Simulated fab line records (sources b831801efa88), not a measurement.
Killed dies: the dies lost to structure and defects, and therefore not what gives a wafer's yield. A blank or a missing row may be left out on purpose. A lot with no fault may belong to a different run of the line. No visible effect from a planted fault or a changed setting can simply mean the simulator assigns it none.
What tool caused it? || flow gf180mcu || 36 wafers from 12 lots sampled at 5 of the route's 602 steps

## WHAT EACH GAUGE READ, for each wafer
GF_STI_THK_MEAS_02. Usual: STI_OXIDATION_THK typically reads 9.95 nm, with standard deviation 0.23.
{"lot": "L464", "measured": "day 1 16:44", "on": "film-metro-04", "STI_OXIDATION_THK (nm)": "9.97 9.83 9.84", "flag": ""}
{"lot": "L465", "measured": "day 1 21:32", "on": "film-metro-04", "STI_OXIDATION_THK (nm)": "10.01 9.95 9.82", "flag": ""}
{"lot": "L466", "measured": "day 2 02:31", "on": "film-metro-02", "STI_OXIDATION_THK (nm)": "9.98 9.85 9.92", "flag": ""}
{"lot": "L467", "measured": "day 2 07:31", "on": "film-metro-02", "STI_OXIDATION_THK (nm)": "9.84 9.85 9.94", "flag": ""}
{"lot": "L469", "measured": "day 2 19:18", "on": "film-metro-04", "STI_OXIDATION_THK (nm)": "10.34 10.33 10.34", "flag": ""}
{"lot": "L470", "measured": "day 2 22:31", "on": "film-metro-03", "STI_OXIDATION_THK (nm)": "9.45 9.46 9.60", "flag": ""}
{"lot": "L471", "measured": "day 3 03:31", "on": "film-metro-02", "STI_OXIDATION_THK (nm)": "9.72 9.89 9.68", "flag": ""}
{"lot": "L472", "measured": "day 3 08:32", "on": "film-metro-02", "STI_OXIDATION_THK (nm)": "9.91 9.79 9.80", "flag": ""}
{"lot": "L474", "measured": "day 3 19:22", "on": "film-metro-03", "STI_OXIDATION_THK (nm)": "9.73 9.75 9.83", "flag": ""}
{"lot": "L475", "measured": "day 3 23:32", "on": "film-metro-03", "STI_OXIDATION_THK (nm)": "9.59 9.68 9.69", "flag": ""}
{"lot": "L476", "measured": "day 4 04:39", "on": "film-metro-02", "STI_OXIDATION_THK (nm)": "10.30 10.24 10.16", "flag": ""}
{"lot": "L480", "measured": "day 5 00:32", "on": "film-metro-04", "STI_OXIDATION_THK (nm)": "10.16 10.09 10.27", "flag": ""}

GF_STI_THK_MEAS_24. Usual: STI_CVD_23_THK typically reads 651 nm, with standard deviation 5.8.
{"lot": "L464", "measured": "day 2 07:59", "on": "film-metro-02", "STI_CVD_23_THK (nm)": "653 659 657", "flag": ""}
{"lot": "L465", "measured": "day 2 14:10", "on": "film-metro-03", "STI_CVD_23_THK (nm)": "656 654 652", "flag": ""}
{"lot": "L466", "measured": "day 2 20:21", "on": "film-metro-03", "STI_CVD_23_THK (nm)": "653 647 651", "flag": ""}
{"lot": "L467", "measured": "day 2 23:47", "on": "film-metro-03", "STI_CVD_23_THK (nm)": "653 658 657", "flag": ""}
{"lot": "L469", "measured": "day 3 11:31", "on": "film-metro-04", "STI_CVD_23_THK (nm)": "650 657 647", "flag": ""}
{"lot": "L470", "measured": "day 3 15:10", "on": "film-metro-04", "STI_CVD_23_THK (nm)": "657 659 657", "flag": ""}
{"lot": "L471", "measured": "day 3 20:37", "on": "film-metro-02", "STI_CVD_23_THK (nm)": "659 660 642", "flag": ""}
{"lot": "L472", "measured": "day 4 00:52", "on": "film-metro-03", "STI_CVD_23_THK (nm)": "647 651 649", "flag": ""}
{"lot": "L474", "measured": "day 4 12:44", "on": "film-metro-03", "STI_CVD_23_THK (nm)": "648 648 643", "flag": ""}
{"lot": "L475", "measured": "day 4 16:28", "on": "film-metro-02", "STI_CVD_23_THK (nm)": "649 647 647", "flag": ""}
{"lot": "L476", "measured": "day 4 23:07", "on": "film-metro-02", "STI_CVD_23_THK (nm)": "658 656 647", "flag": ""}
{"lot": "L480", "measured": "day 6 00:52", "on": "film-metro-02", "STI_CVD_23_THK (nm)": "1082 1100 646", "flag": "OFF"}

GF_STI_THK_MEAS_30. Usual: STI_OXIDATION_02_THK typically reads 10.02 nm, with standard deviation 0.2.
{"lot": "L464", "measured": "day 2 10:20", "on": "film-metro-03", "STI_OXIDATION_02_THK (nm)": "10.30 10.26 10.37", "flag": ""}
{"lot": "L465", "measured": "day 2 19:05", "on": "film-metro-04", "STI_OXIDATION_02_THK (nm)": "9.82 9.90 9.84", "flag": ""}
{"lot": "L466", "measured": "day 2 22:45", "on": "film-metro-02", "STI_OXIDATION_02_THK (nm)": "10.09 10.21 10.03", "flag": ""}
{"lot": "L467", "measured": "day 3 02:29", "on": "film-metro-02", "STI_OXIDATION_02_THK (nm)": "9.96 10.01 10.22", "flag": ""}
{"lot": "L469", "measured": "day 3 14:59", "on": "film-metro-03", "STI_OXIDATION_02_THK (nm)": "9.55 9.41 9.54", "flag": ""}
{"lot": "L470", "measured": "day 3 18:02", "on": "film-metro-03", "STI_OXIDATION_02_THK (nm)": "9.91 9.95 9.94", "flag": ""}
{"lot": "L471", "measured": "day 3 22:58", "on": "film-metro-02", "STI_OXIDATION_02_THK (nm)": "10.18 10.13 10.12", "flag": ""}
{"lot": "L472", "measured": "day 4 03:16", "on": "film-metro-03", "STI_OXIDATION_02_THK (nm)": "10.21 10.01 10.19", "flag": ""}
{"lot": "L474", "measured": "day 4 15:08", "on": "film-metro-02", "STI_OXIDATION_02_THK (nm)": "10.20 10.16 10.12", "flag": ""}
{"lot": "L475", "measured": "day 4 20:34", "on": "film-metro-04", "STI_OXIDATION_02_THK (nm)": "10.29 10.32 10.12", "flag": ""}
{"lot": "L476", "measured": "day 5 02:56", "on": "film-metro-04", "STI_OXIDATION_02_THK (nm)": "9.94 9.77 9.92", "flag": ""}
{"lot": "L480", "measured": "day 6 09:01", "on": "film-metro-03", "STI_OXIDATION_02_THK (nm)": "9.79 9.85 9.88", "flag": ""}

## EACH LOT AND THE TOOL THAT RAN IT (in order: tool; ch and the chambers of the sampled wafers; start)
{"lot": "L464", "GF_STI_CVD_23": "hdpcvd-01 ch 0,2, day 2 07:53", "GF_STI_CMP_25": "cmp-01 ch 0,1,3, day 2 08:02"}
{"lot": "L465", "GF_STI_CVD_23": "hdpcvd-01 ch 0,1,2, day 2 14:06", "GF_STI_CMP_25": "cmp-01 ch 0,3, day 2 14:26"}
{"lot": "L466", "GF_STI_CVD_23": "hdpcvd-02 ch 0,1, day 2 20:14", "GF_STI_CMP_25": "cmp-01 ch 1,2, day 2 20:25"}
{"lot": "L467", "GF_STI_CVD_23": "hdpcvd-02 ch 0,2, day 2 23:42", "GF_STI_CMP_25": "cmp-02 ch 0,1,2, day 2 23:53"}
{"lot": "L469", "GF_STI_CVD_23": "hdpcvd-01 ch 1,2, day 3 11:25", "GF_STI_CMP_25": "cmp-02 ch 0,2,3, day 3 11:39"}
{"lot": "L470", "GF_STI_CVD_23": "hdpcvd-01 ch 1,2, day 3 15:03", "GF_STI_CMP_25": "cmp-01 ch 0,1,2, day 3 15:13"}
{"lot": "L471", "GF_STI_CVD_23": "hdpcvd-02 ch 0,1,2, day 3 20:32", "GF_STI_CMP_25": "cmp-01 ch 0,1,3, day 3 20:40"}
{"lot": "L472", "GF_STI_CVD_23": "hdpcvd-02 ch 0,1,2, day 4 00:46", "GF_STI_CMP_25": "cmp-02 ch 1,2,3, day 4 00:55"}
{"lot": "L474", "GF_STI_CVD_23": "hdpcvd-01 ch 1,2, day 4 12:38", "GF_STI_CMP_25": "cmp-02 ch 0,2,3, day 4 12:53"}
{"lot": "L475", "GF_STI_CVD_23": "hdpcvd-01 ch 0,1, day 4 16:22", "GF_STI_CMP_25": "cmp-01 ch 0,1,2, day 4 16:32"}
{"lot": "L476", "GF_STI_CVD_23": "hdpcvd-01 ch 0,1, day 4 23:01", "GF_STI_CMP_25": "cmp-02 ch 1,2, day 4 23:10"}
{"lot": "L480", "GF_STI_CVD_23": "hdpcvd-01 ch 0,1,2, day 6 00:47", "GF_STI_CMP_25": "cmp-01 ch 0,2,3, day 6 01:02"}
- GF_STI_CVD_23: deposits SiO2, target thk 650 nm, time 108.3 s.
- GF_STI_CMP_25: polishes, stops on Si3N4, t overpolish 33 s, target thk 524.6 nm.

## WHAT THE TOOLS THEMSELVES READ (means of the sampled wafers that have a number; where no wafer has one, the mark that the record gives instead)
GF_STI_CMP_25. Usual: motor-current-A 12.0 A, standard deviation 1.2; retaining-ring-pressure-frac 1.000, standard deviation 0.0048; slurry-flow-ml-min 150.1, standard deviation 0.46; time-to-endpoint-s 124 s, standard deviation 3.7.
{"lot": "L464", "tool": "cmp-01", "motor-current-A (A)": 11.2, "retaining-ring-pressure-frac": 1.003, "slurry-flow-ml-min": 150.3, "time-to-endpoint-s (s)": 124, "flag": ""}
{"lot": "L465", "tool": "cmp-01", "motor-current-A (A)": 12.5, "retaining-ring-pressure-frac": 0.998, "slurry-flow-ml-min": 150.4, "time-to-endpoint-s (s)": 120, "flag": ""}
{"lot": "L466", "tool": "cmp-01", "motor-current-A (A)": 11.8, "retaining-ring-pressure-frac": 1.004, "slurry-flow-ml-min": 149.6, "time-to-endpoint-s (s)": 117, "flag": ""}
{"lot": "L467", "tool": "cmp-02", "motor-current-A (A)": 12.7, "retaining-ring-pressure-frac": 1.005, "slurry-flow-ml-min": 149.7, "time-to-endpoint-s (s)": 127, "flag": ""}
{"lot": "L469", "tool": "cmp-02", "motor-current-A (A)": 12.0, "retaining-ring-pressure-frac": 1.003, "slurry-flow-ml-min": 149.8, "time-to-endpoint-s (s)": 128, "flag": ""}
{"lot": "L470", "tool": "cmp-01", "motor-current-A (A)": 11.8, "retaining-ring-pressure-frac": 1.004, "slurry-flow-ml-min": 149.6, "time-to-endpoint-s (s)": 129, "flag": ""}
{"lot": "L471", "tool": "cmp-01", "motor-current-A (A)": 11.4, "retaining-ring-pressure-frac": 0.999, "slurry-flow-ml-min": 150.1, "time-to-endpoint-s (s)": 125, "flag": ""}
{"lot": "L472", "tool": "cmp-02", "motor-current-A (A)": 12.5, "retaining-ring-pressure-frac": 1.002, "slurry-flow-ml-min": 150.2, "time-to-endpoint-s (s)": 125, "flag": ""}
{"lot": "L474", "tool": "cmp-02", "motor-current-A (A)": 11.9, "retaining-ring-pressure-frac": 1.003, "slurry-flow-ml-min": 150.0, "time-to-endpoint-s (s)": 121, "flag": ""}
{"lot": "L475", "tool": "cmp-01", "motor-current-A (A)": 12.2, "retaining-ring-pressure-frac": 0.997, "slurry-flow-ml-min": 150.1, "time-to-endpoint-s (s)": 127, "flag": ""}
{"lot": "L476", "tool": "cmp-02", "motor-current-A (A)": 13.2, "retaining-ring-pressure-frac": 0.996, "slurry-flow-ml-min": 150.1, "time-to-endpoint-s (s)": 124, "flag": ""}
{"lot": "L480", "tool": "cmp-01", "motor-current-A (A)": 12.2, "retaining-ring-pressure-frac": 0.998, "slurry-flow-ml-min": 150.5, "time-to-endpoint-s (s)": 177, "flag": "OFF"}

## THE ANSWER, worked out from the rows above alone
Rule: lot off if the mean of its wafers having a number is beyond 3 standard deviations from the usual mean. A lot without any number at a reading at which 4 lots or more have one is off too. Where the step has rows for the other lots, those lots are counted as sound. First the gauges in route order, then the tools' own readings, where a lot's mean is used as printed above. At the first step where some lot is off, the reading lying furthest off is the one used; lots without a number count as furthest.
Off: L480, seen at GF_STI_THK_MEAS_24 (STI_CVD_23_THK).
If a tool, at a process step before that reading, ran all the lots that are off and no sound lot after the first of them, it fits. Not tried: the gauges at GF_STI_THK_MEAS_24; whatever is off there is also off at GF_STI_CMP_25, on other tools, and gauge error can't account for it. One fits: hdpcvd-01 at GF_STI_CVD_23. A fault onset in the window from L476 (day 4 23:01, its last sound lot) to L480 (day 6 00:47, its first lot off) fits.

## WHAT THE SIMULATOR HAD PUT IN
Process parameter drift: hdpcvd-01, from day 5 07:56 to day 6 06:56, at GF_STI_CVD_23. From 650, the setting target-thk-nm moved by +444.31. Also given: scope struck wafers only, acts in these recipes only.
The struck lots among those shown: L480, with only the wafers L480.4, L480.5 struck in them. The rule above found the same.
